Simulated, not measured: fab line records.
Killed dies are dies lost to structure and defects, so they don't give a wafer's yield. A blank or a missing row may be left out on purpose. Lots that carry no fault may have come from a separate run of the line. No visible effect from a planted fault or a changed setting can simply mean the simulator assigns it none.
A struck lot beside a sound one    flow sky130    15 out of 708 route steps
Sound: the wafers L444.2, L444.3, L444.5. Struck: wafers L453.1, L453.4. (L453.3 of the same lot was not struck and is left out.) The cause comes at the end.
At each step with rows: each side's tool, then ch and its chambers, then its first start. Under that, the readings that differ: sound wafers    struck wafers    difference of the means    sigmas: that difference in standard deviations of wafers without a fault.
alike: same words and numbers on both sides, and readings whose means sit less than 2 such deviations apart. not compared: any withheld reading, any reading some wafer has no value for, any bound like >300 that may hide the same value, and any number with overlapping values for which the record gives no deviation.
The two part at a step that has a row with sigmas, a row that says differs or no value, or rows on one side only. Non-overlapping numbers with no deviation appear without sigmas and do not part them. A reading missing from all wafers of one side parts the sides only when that side holds two or more wafers.

first, 2 steps without rows for these wafers: SKY_VIA4_PEB_09; SKY_VIA4_DEVELOP_10 (develop time 60 s).
SKY_VIA4_OVL_MEAS_11:
  struck on overlay-02, day 45 22:58; sound on overlay-02, day 43 15:24
  alike: VIA4_OVL
SKY_VIA4_ETCH_12: etches SiO2 in C4F8/O2/Ar, stops on TiN, target depth 580 nm.
  sound on rie diel-04 ch 0,2,3, day 43 15:26; struck on rie diel-02 ch 0,3, day 45 23:01
  alike: oes product au
SKY_VIA4_STRIP_13: strips in O2/N2.
  sound on plasma asher-03 ch 0,1, day 43 15:30; struck on plasma asher-04 ch 0, day 45 23:05
  alike: drypump motor current A, oes product au, strip time to endpoint s
  not compared: rf hours counter h
then, 3 steps without rows for these wafers: SKY_VIA4_STRIP_14 (strips in post etch residue remover, time 1200 s); SKY_VIA4_CLEAN_15 (cleans in IPA, time 180 s); SKY_VIA4_CLEAN_16 (cleans in O3/DIW).
SKY_VIA4_SPUTTER_17: material TiN, target thk 20 nm, time 80 s.
  struck on pvd sputter-01, day 46 00:12; sound on pvd sputter-01, day 43 16:05
  alike: throttle valve pct
SKY_VIA4_CVD_18: deposits W, target thk 505 nm, time 152.14 s.
  sound on cvd w-01 ch 0,1, day 43 16:09; struck on cvd w-01 ch 0,1, day 46 00:16
  alike: heater power w, susceptor temp C
SKY_VIA4_RS_MEAS_19: measures by four-point-probe.
  struck on film metro-02, day 46 00:25; sound on film metro-04, day 43 16:19
  alike: VIA4_W_RS
SKY_VIA4_THK_MEAS_20: measures by xrf.
  struck on film metro-02, day 46 00:32; sound on film metro-04, day 43 16:26
  alike: VIA4_W_THK
SKY_VIA4_CMP_21: polishes, stops on SiO2, t overpolish 25 s, target thk 0 nm.
  sound on cmp-01 ch 0,2,3, day 43 16:35; struck on cmp-01 ch 0,1, day 46 00:50
reading                 sound                 struck       difference  sigmas
overpolish run s (s)    25.005 25.003 25.014  0.039 0.041  -24.967     -99 or more
time to endpoint s (s)  126 121 123           192 189      +67         +16
  alike: motor current A
SKY_METAL5_SPUTTER_00: material Ti, target thk 15 nm, time 10 s.
  the record has rows for the sound wafers here (pvd sputter-04, day 43 16:47) and none for the struck ones
-- the record jumps here: 3 days lie between the struck wafers' starts before and after (it left off in module METAL5 and takes up again in module PAD_OPEN, whose first step shown is number 708 of the route) --
SKY_PAD_OPEN_PROBE_99:
  rows exist in the record for the struck wafers here (prober-01, day 48 15:58), but not for the sound ones

WHERE THEY PART
At SKY_VIA4_CMP_21 first; at SKY_PAD_OPEN_PROBE_99 last (within this record only).

WHY: what the simulator had put in
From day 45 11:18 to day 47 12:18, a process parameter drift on cmp-01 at SKY_VIA4_CMP_21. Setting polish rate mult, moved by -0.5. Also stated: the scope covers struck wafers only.
